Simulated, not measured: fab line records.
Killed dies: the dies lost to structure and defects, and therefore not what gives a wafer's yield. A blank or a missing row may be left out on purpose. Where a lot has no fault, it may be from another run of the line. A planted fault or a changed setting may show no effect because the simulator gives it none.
fab line records + flow gf180mcu
record:
- lots: 13
- wafers: 39
- last-day: 34
route steps=602 shown V3@455 M4@462 V4@480
lots untouched by any fault: they come from a run of this same line in which no faults occurred
start-h: hours from the record's first day to the start of the lot's first wafer shown + wait-h: hours elapsed since this lot's preceding step + " as in the row above + L1.1+2: one row covering several wafers at once + - either no value or no given start + * or withheld: withheld + < > ~ a bound
route shown NAME@n: NAME is a module with steps in the file, n the number in the route of the first one + usual: mean/standard deviation of fault-free wafers + same: alike in all rows + chamber/n: place in a boat + sites: per-site readings + _std_site: standard deviation across them + _edge_site: the outer-site mean with the inner-site mean subtracted + radius-mm: for every site, how far away it sits from the centre of the wafer + mask NAME#n: copy n + behind: the tool/chamber that last shaped the wafer + hold: the reason the lot was held/the length of the hold in hours/how it ended + device: the transistor (n, p or np) that didn't switch + end of line: the route-end tests of the same wafers + step lacking rows: just its recipe + killed: dies that structure and defects cost at the first sort, which is not the same as the wafer's yield + map: a wafer's dies, x killed, . not, _ none there
set.NAME: the setting as run; set.NAME@STEP: as run at that earlier step + model.NAME: the simulator's own value behind a step, which no gauge read
a sample of lots followed through the steps of the route, with each step as a table and each wafer as a row
services: when a tool's chamber went out of use (start-h, in hours from the record's first day, below 0 if earlier), for how many hours, and the reason
== steps ==
step: GF_V3_CMP_26
recipe:
- stop-on: SiO2
- down-force-psi: 3.5
- platen-rpm: 60
- t-overpolish-s: 15
- target-thk-nm: 0
- pad-velocity-m-s: 0.94248
usual:
- edge-zone-pressure-frac: 1.000/0.0051
- motor-current-A: 11.6/1.1
- overpolish-run-s: 15.000/0.0093
- time-to-endpoint-s: 89/4.9
| lot.wafer | tool   | chamber | start-h | wait-h | edge-zone-pressure-frac | motor-current-A | overpolish-run-s | time-to-endpoint-s |
|-----------|--------|---------|---------|--------|-------------------------|-----------------|------------------|--------------------|
| L191.2    | cmp-01 | 3       | 522.49  | 0.0    | 1.001                   | 12.6            | 15.004           | 94                 |
| L191.3    | "      | 2       | "       | "      | 0.996                   | 9.6             | 14.993           | 92                 |
| L191.6    | "      | 0       | "       | "      | 1.007                   | 12.0            | 15.004           | 80                 |
| L193.3    | cmp-01 | 2       | 544.75  | 0.1    | 0.995                   | 9.8             | 14.986           | 91                 |
| L193.6    | "      | 0       | "       | "      | 0.989                   | 12.1            | 14.995           | 76                 |
| L193.5    | "      | 1       | "       | "      | 1.003                   | 11.7            | 15.006           | 84                 |
| L194.3    | cmp-01 | 3       | 551.30  | 0.0    | 1.003                   | 12.3            | 15.000           | 98                 |
| L194.4    | "      | 1       | "       | "      | 0.998                   | 11.8            | 15.004           | 90                 |
| L194.6    | "      | 3       | "       | "      | 0.995                   | 12.2            | 15.001           | 98                 |
| L199.3    | cmp-01 | 2       | 593.80  | 0.1    | 1.007                   | 9.4             | 14.995           | 96                 |
| L199.4    | "      | 3       | "       | "      | 1.018                   | 12.9            | 15.007           | 101                |
| L199.5    | "      | 2       | "       | "      | 0.999                   | 9.7             | 14.990           | 95                 |
| L201.4    | cmp-02 | 2       | 613.08  | 0.0    | 1.006                   | 11.3            | 15.013           | 90                 |
| L201.2    | "      | 1       | "       | "      | 1.000                   | 9.8             | 14.998           | 88                 |
| L201.6    | "      | 2       | "       | "      | 1.004                   | 11.2            | 15.003           | 87                 |
| L203.3    | cmp-01 | 1       | 621.18  | 0.1    | 1.003                   | 11.1            | 14.993           | 87                 |
| L203.4    | "      | 2       | "       | "      | 1.006                   | 9.8             | 15.010           | 86                 |
| L203.6    | "      | 0       | "       | "      | 1.001                   | 12.2            | 15.019           | 82                 |
| L204.4    | cmp-02 | 1       | 631.09  | 0.1    | 0.993                   | 10.0            | 14.999           | 85                 |
| L204.1    | "      | 2       | "       | "      | 0.995                   | 12.0            | 14.991           | 81                 |
| L204.3    | "      | 3       | "       | "      | 1.010                   | 12.2            | 14.990           | 89                 |
| L205.2    | cmp-01 | 3       | 636.13  | 0.0    | 0.995                   | 12.7            | 14.992           | 95                 |
| L205.3    | "      | 2       | "       | "      | 1.002                   | 10.0            | 15.005           | 93                 |
| L205.5    | "      | 3       | "       | "      | 1.002                   | 12.3            | 14.989           | 97                 |
| L206.4    | cmp-01 | 2       | 640.42  | 0.1    | 1.001                   | 9.7             | 15.008           | 90                 |
| L206.3    | "      | 3       | "       | "      | 0.996                   | 11.8            | 14.992           | 93                 |
| L206.6    | "      | 2       | "       | "      | 0.999                   | 9.4             | 15.005           | 95                 |
| L207.4    | cmp-01 | 2       | 650.44  | 0.0    | 1.001                   | 9.9             | 15.006           | 93                 |
| L207.2    | "      | 0       | "       | "      | 1.001                   | 12.2            | 15.002           | 84                 |
| L207.6    | "      | 3       | "       | "      | 1.001                   | 12.0            | 14.997           | 95                 |
| L211.3    | cmp-02 | 3       | 678.49  | 0.0    | 0.993                   | 12.7            | 15.004           | 95                 |
| L211.1    | "      | 0       | "       | "      | 1.003                   | 12.8            | 15.008           | 91                 |
| L211.2    | "      | 2       | "       | "      | 0.992                   | 10.3            | 15.003           | 86                 |
| L212.3    | cmp-02 | 2       | 680.84  | 0.1    | 1.012                   | 11.4            | 15.007           | 85                 |
| L212.6    | "      | 1       | "       | "      | 0.998                   | 10.3            | 14.979           | 91                 |
| L212.5    | "      | 2       | "       | "      | 1.003                   | 11.6            | 14.993           | 84                 |
| L213.4    | cmp-02 | 2       | 694.84  | 0.0    | 0.993                   | 11.4            | 14.998           | 89                 |
| L213.1    | "      | 0       | "       | "      | 1.004                   | 12.8            | 14.986           | 95                 |
| L213.2    | "      | 1       | "       | "      | 0.997                   | 10.1            | 14.998           | 94                 |
step: GF_M4_THK_MEAS_06
recipe:
- thk-meas-gauge: xrf
- reads: AlCu_of_M4_SPUTTER_02
usual:
- M4_ALCU_THK: 450/5.7
| lot.wafer | tool          | chamber | start-h | wait-h | M4_ALCU_THK[nm] |
|-----------|---------------|---------|---------|--------|-----------------|
| L191.2    | film-metro-01 | -       | 523.14  | 0.1    | 453             |
| L191.3    | "             | -       | "       | "      | 451             |
| L191.6    | "             | -       | "       | "      | 453             |
| L193.3    | film-metro-01 | -       | 545.31  | 0.1    | 449             |
| L193.5    | "             | -       | "       | "      | 446             |
| L193.6    | "             | -       | "       | "      | 456             |
| L194.3    | film-metro-02 | -       | 551.96  | 0.1    | 448             |
| L194.4    | "             | -       | "       | "      | 457             |
| L194.6    | "             | -       | "       | "      | 448             |
| L199.3    | film-metro-03 | -       | 594.41  | 0.1    | 457             |
| L199.4    | "             | -       | "       | "      | 455             |
| L199.5    | "             | -       | "       | "      | 455             |
| L201.2    | film-metro-02 | -       | 613.73  | 0.1    | 434             |
| L201.4    | "             | -       | "       | "      | 442             |
| L201.6    | "             | -       | "       | "      | 433             |
| L203.3    | film-metro-02 | -       | 621.74  | 0.1    | 446             |
| L203.4    | "             | -       | "       | "      | 456             |
| L203.6    | "             | -       | "       | "      | 453             |
| L204.1    | film-metro-01 | -       | 631.68  | 0.1    | 456             |
| L204.3    | "             | -       | "       | "      | 448             |
| L204.4    | "             | -       | "       | "      | 446             |
| L205.2    | film-metro-01 | -       | 636.78  | 0.1    | 443             |
| L205.3    | "             | -       | "       | "      | 446             |
| L205.5    | "             | -       | "       | "      | 447             |
| L206.3    | film-metro-01 | -       | 641.03  | 0.1    | 449             |
| L206.4    | "             | -       | "       | "      | 442             |
| L206.6    | "             | -       | "       | "      | 448             |
| L207.2    | film-metro-03 | -       | 651.09  | 0.1    | 452             |
| L207.4    | "             | -       | "       | "      | 444             |
| L207.6    | "             | -       | "       | "      | 453             |
| L211.1    | film-metro-01 | -       | 679.13  | 0.1    | 448             |
| L211.2    | "             | -       | "       | "      | 455             |
| L211.3    | "             | -       | "       | "      | 454             |
| L212.3    | film-metro-01 | -       | 681.45  | 0.1    | 443             |
| L212.5    | "             | -       | "       | "      | 444             |
| L212.6    | "             | -       | "       | "      | 455             |
| L213.1    | film-metro-03 | -       | 695.48  | 0.1    | 450             |
| L213.2    | "             | -       | "       | "      | 450             |
| L213.4    | "             | -       | "       | "      | 459             |
step: GF_M4_EXPOSE_11
recipe:
- mask-id: Metal4
- target-cd-nm: 280
- na: 0.68
- source-shape: conventional
- sigma-outer: 0.6
- dose-mj: 28
usual:
- reticle-temp-C: 22.99/0.12
| lot.wafer | tool           | chamber | start-h | wait-h | mask     | reticle-temp-C |
|-----------|----------------|---------|---------|--------|----------|----------------|
| L191.2    | krf-scanner-02 | 0       | 534.57  | -      | Metal4#0 | 22.86          |
| L191.3    | "              | 0       | "       | "      | Metal4#0 | 23.03          |
| L191.6    | "              | 0       | "       | "      | Metal4#0 | 22.86          |
| L193.3    | krf-scanner-01 | 0       | 556.41  | -      | Metal4#0 | 22.96          |
| L193.5    | "              | 0       | "       | "      | Metal4#0 | 22.93          |
| L193.6    | "              | 0       | "       | "      | Metal4#0 | 22.99          |
| L194.3    | krf-scanner-02 | 0       | 563.39  | -      | Metal4#0 | 22.98          |
| L194.4    | "              | 0       | "       | "      | Metal4#0 | 23.16          |
| L194.6    | "              | 0       | "       | "      | Metal4#0 | 22.98          |
| L199.3    | krf-scanner-02 | 0       | 605.14  | -      | Metal4#0 | 22.98          |
| L199.4    | "              | 0       | "       | "      | Metal4#0 | 22.97          |
| L199.5    | "              | 0       | "       | "      | Metal4#0 | 22.99          |
| L201.2    | krf-scanner-02 | 0       | 624.58  | -      | Metal4#0 | 23.00          |
| L201.4    | "              | 0       | "       | "      | Metal4#0 | 23.07          |
| L201.6    | "              | 0       | "       | "      | Metal4#0 | 23.13          |
| L203.3    | krf-scanner-01 | 0       | 631.82  | -      | Metal4#0 | 23.07          |
| L203.4    | "              | 0       | "       | "      | Metal4#0 | 22.93          |
| L203.6    | "              | 0       | "       | "      | Metal4#0 | 23.11          |
| L204.1    | krf-scanner-02 | 0       | 641.40  | -      | Metal4#0 | 22.98          |
| L204.3    | "              | 0       | "       | "      | Metal4#0 | 23.12          |
| L204.4    | "              | 0       | "       | "      | Metal4#0 | 22.84          |
| L205.2    | krf-scanner-01 | 0       | 647.02  | -      | Metal4#0 | 22.85          |
| L205.3    | "              | 0       | "       | "      | Metal4#0 | 22.83          |
| L205.5    | "              | 0       | "       | "      | Metal4#0 | 22.92          |
| L206.3    | krf-scanner-02 | 0       | 651.19  | -      | Metal4#0 | 22.87          |
| L206.4    | "              | 0       | "       | "      | Metal4#0 | 22.97          |
| L206.6    | "              | 0       | "       | "      | Metal4#0 | 22.91          |
| L207.2    | krf-scanner-02 | 0       | 660.15  | -      | Metal4#0 | 22.90          |
| L207.4    | "              | 0       | "       | "      | Metal4#0 | 22.86          |
| L207.6    | "              | 0       | "       | "      | Metal4#0 | 23.04          |
| L211.1    | krf-scanner-01 | 0       | 688.35  | -      | Metal4#0 | 23.26          |
| L211.2    | "              | 0       | "       | "      | Metal4#0 | 23.01          |
| L211.3    | "              | 0       | "       | "      | Metal4#0 | 23.08          |
| L212.3    | krf-scanner-01 | 0       | 690.97  | -      | Metal4#0 | 23.08          |
| L212.5    | "              | 0       | "       | "      | Metal4#0 | 22.72          |
| L212.6    | "              | 0       | "       | "      | Metal4#0 | 22.90          |
| L213.1    | krf-scanner-01 | 0       | 704.38  | -      | Metal4#0 | 23.05          |
| L213.2    | "              | 0       | "       | "      | Metal4#0 | 23.12          |
| L213.4    | "              | 0       | "       | "      | Metal4#0 | 22.90          |
step: GF_M4_CD_MEAS_14
recipe:
- target-cd-nm: 280
usual:
- cd-nm: 280.1/1
| lot.wafer | tool      | chamber | start-h | wait-h | cd-nm |
|-----------|-----------|---------|---------|--------|-------|
| L191.2    | cd-sem-02 | -       | 545.70  | 0.1    | 278.3 |
| L191.3    | "         | -       | "       | "      | 278.3 |
| L191.6    | "         | -       | "       | "      | 278.7 |
| L193.3    | cd-sem-02 | -       | 567.17  | 0.1    | 280.4 |
| L193.5    | "         | -       | "       | "      | 281.7 |
| L193.6    | "         | -       | "       | "      | 280.4 |
| L194.3    | cd-sem-02 | -       | 574.07  | 0.1    | 280.0 |
| L194.4    | "         | -       | "       | "      | 280.7 |
| L194.6    | "         | -       | "       | "      | 280.1 |
| L199.3    | cd-sem-02 | -       | 615.57  | 0.1    | 278.9 |
| L199.4    | "         | -       | "       | "      | 279.9 |
| L199.5    | "         | -       | "       | "      | 279.3 |
| L201.2    | cd-sem-02 | -       | 634.55  | 0.1    | 282.4 |
| L201.4    | "         | -       | "       | "      | 281.2 |
| L201.6    | "         | -       | "       | "      | 281.6 |
| L203.3    | cd-sem-01 | -       | 641.12  | 0.1    | 281.0 |
| L203.4    | "         | -       | "       | "      | 279.5 |
| L203.6    | "         | -       | "       | "      | 280.6 |
| L204.1    | cd-sem-02 | -       | 651.23  | 0.1    | 280.3 |
| L204.3    | "         | -       | "       | "      | 281.2 |
| L204.4    | "         | -       | "       | "      | 280.6 |
| L205.2    | cd-sem-01 | -       | 656.69  | 0.1    | 279.7 |
| L205.3    | "         | -       | "       | "      | 279.3 |
| L205.5    | "         | -       | "       | "      | 280.5 |
| L206.3    | cd-sem-02 | -       | 660.52  | 0.1    | 280.4 |
| L206.4    | "         | -       | "       | "      | 279.7 |
| L206.6    | "         | -       | "       | "      | 278.5 |
| L207.2    | cd-sem-01 | -       | 669.50  | 0.1    | 239.8 |
| L207.4    | "         | -       | "       | "      | 262.1 |
| L207.6    | "         | -       | "       | "      | 270.1 |
| L211.1    | cd-sem-02 | -       | 696.98  | 0.1    | 280.2 |
| L211.2    | "         | -       | "       | "      | 280.4 |
| L211.3    | "         | -       | "       | "      | 279.5 |
| L212.3    | cd-sem-02 | -       | 700.16  | 0.1    | 281.0 |
| L212.5    | "         | -       | "       | "      | 279.6 |
| L212.6    | "         | -       | "       | "      | 281.4 |
| L213.1    | cd-sem-02 | -       | 712.98  | 0.1    | 279.8 |
| L213.2    | "         | -       | "       | "      | 279.4 |
| L213.4    | "         | -       | "       | "      | 278.7 |
step: GF_V4_CMP_04
recipe:
- material: SiO2
- down-force-psi: 4
- platen-rpm: 60
- pad-velocity-m-s: 0.94248
usual:
- edge-zone-pressure-frac: 0.999/0.0047
- motor-current-A: 12.5/1.3
- time-to-endpoint-s: 85/7.3
| lot.wafer | tool   | chamber | start-h | wait-h | edge-zone-pressure-frac | motor-current-A | time-to-endpoint-s |
|-----------|--------|---------|---------|--------|-------------------------|-----------------|--------------------|
| L191.3    | cmp-02 | 2       | 546.85  | 0.1    | 1.004                   | 12.4            | 77                 |
| L191.2    | "      | 3       | "       | "      | 1.002                   | 13.3            | 94                 |
| L191.6    | "      | 0       | "       | "      | 1.000                   | 13.7            | 88                 |
| L193.3    | cmp-01 | 1       | 568.32  | 0.1    | 1.001                   | 11.8            | 72                 |
| L193.5    | "      | 0       | "       | "      | 0.992                   | 13.8            | 79                 |
| L193.6    | "      | 1       | "       | "      | 0.998                   | 11.9            | 81                 |
| L194.3    | cmp-02 | 1       | 575.22  | 0.1    | 0.997                   | 11.4            | 74                 |
| L194.4    | "      | 2       | "       | "      | 0.995                   | 12.1            | 77                 |
| L194.6    | "      | 0       | "       | "      | 0.994                   | 13.8            | 84                 |
| L199.3    | cmp-02 | 1       | 616.71  | 0.1    | 1.005                   | 10.7            | 84                 |
| L199.4    | "      | 2       | "       | "      | 1.009                   | 12.4            | 81                 |
| L199.5    | "      | 3       | "       | "      | 1.000                   | 13.6            | 90                 |
| L201.2    | cmp-02 | 1       | 635.60  | 0.0    | 1.002                   | 11.0            | 75                 |
| L201.4    | "      | 2       | "       | "      | 0.998                   | 12.3            | 81                 |
| L201.6    | "      | 1       | "       | "      | 0.994                   | 11.0            | 83                 |
| L203.4    | cmp-02 | 3       | 642.21  | 0.0    | 0.997                   | 13.8            | 100                |
| L203.3    | "      | 1       | "       | "      | 0.993                   | 11.0            | 89                 |
| L203.6    | "      | 0       | "       | "      | 0.993                   | 13.3            | 96                 |
| L204.3    | cmp-01 | 2       | 652.32  | 0.0    | 0.998                   | 10.7            | 78                 |
| L204.4    | "      | 3       | "       | "      | 1.008                   | 13.4            | 89                 |
| L204.1    | "      | 0       | "       | "      | 0.995                   | 13.0            | 76                 |
| L205.3    | cmp-02 | 1       | 657.76  | 0.0    | 0.992                   | 10.8            | 77                 |
| L205.2    | "      | 0       | "       | "      | 0.996                   | 13.6            | 75                 |
| L205.5    | "      | 2       | "       | "      | 0.997                   | 12.1            | 85                 |
| L206.3    | cmp-01 | 1       | 661.66  | 0.0    | 0.997                   | 12.6            | 82                 |
| L206.4    | "      | 2       | "       | "      | 0.994                   | 10.5            | 93                 |
| L206.6    | "      | 1       | "       | "      | 1.000                   | 12.4            | 87                 |
| L207.2    | cmp-02 | 2       | 670.58  | 0.0    | 1.010                   | 12.4            | 80                 |
| L207.4    | "      | 1       | "       | "      | 1.000                   | 11.0            | 88                 |
| L207.6    | "      | 2       | "       | "      | 1.004                   | 12.9            | 90                 |
| L211.1    | cmp-02 | 1       | 698.28  | 0.2    | 1.003                   | 10.7            | 79                 |
| L211.2    | "      | 3       | "       | "      | 0.986                   | 14.9            | 88                 |
| L211.3    | "      | 0       | "       | "      | 0.993                   | 13.4            | 87                 |
| L212.3    | cmp-02 | 0       | 701.76  | 0.6    | 1.001                   | 13.5            | 80                 |
| L212.5    | "      | 1       | "       | "      | 1.004                   | 11.0            | 93                 |
| L212.6    | "      | 2       | "       | "      | 1.004                   | 13.0            | 79                 |
| L213.4    | cmp-01 | 3       | 714.04  | 0.0    | 1.002                   | 13.2            | 96                 |
| L213.1    | "      | 0       | "       | "      | 1.001                   | 12.9            | 75                 |
| L213.2    | "      | 2       | "       | "      | 0.998                   | 10.5            | 92                 |
== services ==
| tool           | chamber | start-h | hours | kind                           |
|----------------|---------|---------|-------|--------------------------------|
| cmp-02         | -       | 547.63  | 4.4   | pm                             |
| cmp-02         | -       | 552.87  | 0.3   | repair                         |
| krf-scanner-01 | -       | 569.98  | 0.7   | repair                         |
| cmp-01         | -       | 572.00  | 4.0   | pm                             |
| krf-scanner-01 | -       | 575.49  | 3.6   | pm                             |
| cmp-01         | -       | 576.00  | -     | consumable-replace:conditioner |
| cmp-01         | -       | 576.00  | -     | consumable-replace:pad         |
| krf-scanner-02 | -       | 593.50  | 1.0   | pm                             |
| krf-scanner-02 | -       | 595.93  | 1.3   | pm                             |
| krf-scanner-02 | -       | 599.49  | 0.7   | repair                         |
| krf-scanner-01 | -       | 600.90  | 1.0   | pm                             |
| cmp-02         | -       | 610.37  | 0.2   | repair                         |
| krf-scanner-01 | -       | 624.89  | 1.3   | pm                             |
| krf-scanner-02 | -       | 627.38  | 12.8  | repair                         |
| krf-scanner-01 | -       | 640.19  | 0.8   | pm                             |
| krf-scanner-02 | -       | 653.68  | 0.8   | pm                             |
| cmp-01         | -       | 677.16  | 2.2   | repair                         |
| cmp-01         | -       | 691.63  | 4.7   | pm                             |
| cmp-01         | -       | 697.78  | 7.3   | pm                             |
| krf-scanner-01 | -       | 700.13  | 1.0   | repair                         |
| cmp-02         | -       | 703.38  | 1.9   | repair                         |
== key ==
first-sign:
- step: GF_M4_CD_MEAS_14
- reading: cd-nm
- direction: down
- sigmas: 22
- usual: 280.1
- struck: 257.3
effect none on later readings
met-at GF_M4_EXPOSE_11
struck-lots L207
sort-left-out L207.2,L207.4,L207.6
not-acting-at GF_V3_CMP_26,GF_M4_THK_MEAS_06,GF_V4_CMP_04
onset-between 651.19 660.15
fault:
- kind: process-parameter-drift
- tool: krf-scanner-02
- chamber: -
- onset-h: 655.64
- steps: GF_M4_EXPOSE_11
- channel: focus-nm
- offset: 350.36
- spread-by-wafer: 0.3
- shape: step
sort-left-out: the simulated sort isn't trusted on such a fault, so these wafers' sort isn't shown, and their yield isn't known
